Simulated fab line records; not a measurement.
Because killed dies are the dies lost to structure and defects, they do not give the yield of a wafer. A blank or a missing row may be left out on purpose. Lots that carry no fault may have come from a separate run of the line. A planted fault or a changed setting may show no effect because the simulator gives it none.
Which tool is to blame? -- flow sky130 -- Sampling: 12 lots, 36 wafers, 4 of 708 route steps

WHAT EACH GAUGE READ, for each wafer
SKY_NWELL_THK_MEAS_02.
lot,measured,on,NWELL_OXIDATION_THK (nm)
L446,day 3 00:14,filmMetro-01,9.79 9.89 9.81
L449,day 3 15:49,filmMetro-01,9.89 9.85 9.74
L452,day 4 06:31,filmMetro-04,9.86 9.87 9.85
L453,day 4 10:15,filmMetro-04,9.88 9.79 9.87
L454,day 4 15:58,filmMetro-02,10.09 9.89 10.17
L456,day 5 01:57,filmMetro-04,10.03 9.81 9.73
L457,day 5 07:17,filmMetro-02,10.16 10.23 10.17
L459,day 5 19:20,filmMetro-01,10.08 10.19 10.03
L460,day 6 00:11,filmMetro-01,9.80 9.71 9.61
L461,day 6 10:56,filmMetro-02,9.83 9.93 9.80
L462,day 6 16:36,filmMetro-01,10.04 10.19 10.08
L467,day 7 17:20,filmMetro-01,9.97 9.96 9.93

SKY_SONOS_ONO_THK_MEAS_05.
lot,measured,on,SONOS_ONO_CVD_04_THK (nm)
L446,day 12 10:26,filmMetro-03,5.67 5.66 5.71
L449,day 13 04:20,filmMetro-03,5.81 5.80 5.82
L452,day 14 01:23,filmMetro-01,5.67 5.81 5.75
L453,day 14 10:02,filmMetro-01,5.87 5.85 5.81
L454,day 14 19:07,filmMetro-03,5.90 5.91 5.92
L456,day 15 07:40,filmMetro-04,5.84 5.85 5.88
L457,day 15 16:12,filmMetro-04,5.59 5.78 5.83
L459,day 16 08:47,filmMetro-04,5.78 5.69 5.81
L460,day 17 08:47,filmMetro-03,5.49 5.53
L461,day 17 13:25,filmMetro-04,5.58 5.54 5.65
L462,day 17 18:48,filmMetro-01,5.50 5.52
L467,day 19 09:25,filmMetro-01,5.54 5.68 5.78

WHAT TOOL EACH LOT RAN ON (gives the tool, then ch and the chambers of the sampled wafers, and finally the start)
lot,SKY_FIELD_ISO_ETCH_17,SKY_SONOS_TUNNEL_DEVELOP_06
L446,"rieSi-02 ch 0,2,3, day 2 16:38","lithoTrack-01 ch 0, day 12 03:33"
L449,"rieSi-02 ch 0,1,2, day 3 08:49","lithoTrack-03 ch 0, day 12 23:47"
L452,"rieSi-02 ch 1,3, day 3 23:31","lithoTrack-04 ch 0, day 13 19:30"
L453,"rieSi-01 ch 0,3, day 4 03:16","lithoTrack-03 ch 0, day 14 03:37"
L454,"rieSi-01 ch 0,1,2, day 4 08:11","lithoTrack-03 ch 0, day 14 12:55"
L456,"rieSi-01 ch 1,2,3, day 4 20:06","lithoTrack-03 ch 0, day 15 00:46"
L457,"rieSi-01 ch 0,1,2, day 5 01:26","lithoTrack-03 ch 0, day 15 09:10"
L459,"rieSi-02 ch 0,2,3, day 5 12:15","lithoTrack-04 ch 0, day 16 03:24"
L460,"rieSi-01 ch 0,2,3, day 5 15:59","lithoTrack-03 ch 0, day 16 10:29"
L461,"rieSi-01 ch 1,2, day 5 22:17","lithoTrack-01 ch 0, day 17 04:48"
L462,"rieSi-02 ch 0,2,3, day 6 02:40","lithoTrack-03 ch 0, day 17 11:16"
L467,"rieSi-02 ch 0,2, day 7 07:06","lithoTrack-01 ch 0, day 19 03:19"
- SKY_FIELD_ISO_ETCH_17: etches Si in HBr/Cl2/O2, target depth 342 nm, time 97.7 s.
- SKY_SONOS_TUNNEL_DEVELOP_06: develop time 60 s.

AS READ BY THE TOOLS THEMSELVES (means over the sampled wafers that have a number; for cases with no such wafer, the mark the record gives instead)
SKY_FIELD_ISO_ETCH_17.
lot,tool,HBr_flow_sccm (sccm),O2_flow_sccm (sccm),biasW (W),chamberPressureMTorr (mTorr),drypumpMotorCurrentA (A),oesProductAu (a.u.),throttleValvePct (%)
L446,rieSi-02,150.5,6.004,149.9,15.005,5.69,1.010,25.641
L449,rieSi-02,150.1,6.002,150.2,14.999,5.64,0.997,25.654
L452,rieSi-02,149.8,6.001,150.1,15.017,5.55,0.998,25.664
L453,rieSi-01,149.8,5.985,150.0,15.007,6.11,1.007,25.651
L454,rieSi-01,149.7,5.996,150.3,14.997,5.74,0.998,25.659
L456,rieSi-01,150.2,5.992,150.0,15.001,5.69,0.994,25.649
L457,rieSi-01,150.0,6.005,150.3,15.002,5.73,0.994,25.663
L459,rieSi-02,149.8,6.007,150.1,15.009,5.69,1.009,25.655
L460,rieSi-01,150.1,5.995,149.7,14.995,5.94,0.992,25.664
L461,rieSi-01,150.2,6.010,149.7,14.998,5.57,0.983,25.665
L462,rieSi-02,150.3,6.008,149.8,15.000,5.72,1.007,25.652
L467,rieSi-02,150.1,5.975,150.2,15.005,5.80,1.012,25.653

THE ANSWER, worked out from the rows above alone
Rule: what is usual is taken from the lots themselves. The widest of any qualifying gaps counts: lots, ordered by their means at a reading, are off when they make up no more than a third of the lots, leave a main group of 4 or more, and stand apart from it by 3 or more times the standard deviation of that group's means. A main group whose means are all the same, to the digits that the tables above print for the reading, isn't used. Also off: a lot with no number at a reading for which 4 or more lots have one. The other lots that the step has rows for count as sound. After the gauges, taken in route order, come the tools' own readings; for these a lot's mean is taken, as printed above. The first step at which some lot is off is used, and at that step the reading that is off furthest; a lot without a number counts as furthest.
Nothing can be told from this: no lot is off at any reading shown.

WHAT WAS PUT IN BY THE SIMULATOR
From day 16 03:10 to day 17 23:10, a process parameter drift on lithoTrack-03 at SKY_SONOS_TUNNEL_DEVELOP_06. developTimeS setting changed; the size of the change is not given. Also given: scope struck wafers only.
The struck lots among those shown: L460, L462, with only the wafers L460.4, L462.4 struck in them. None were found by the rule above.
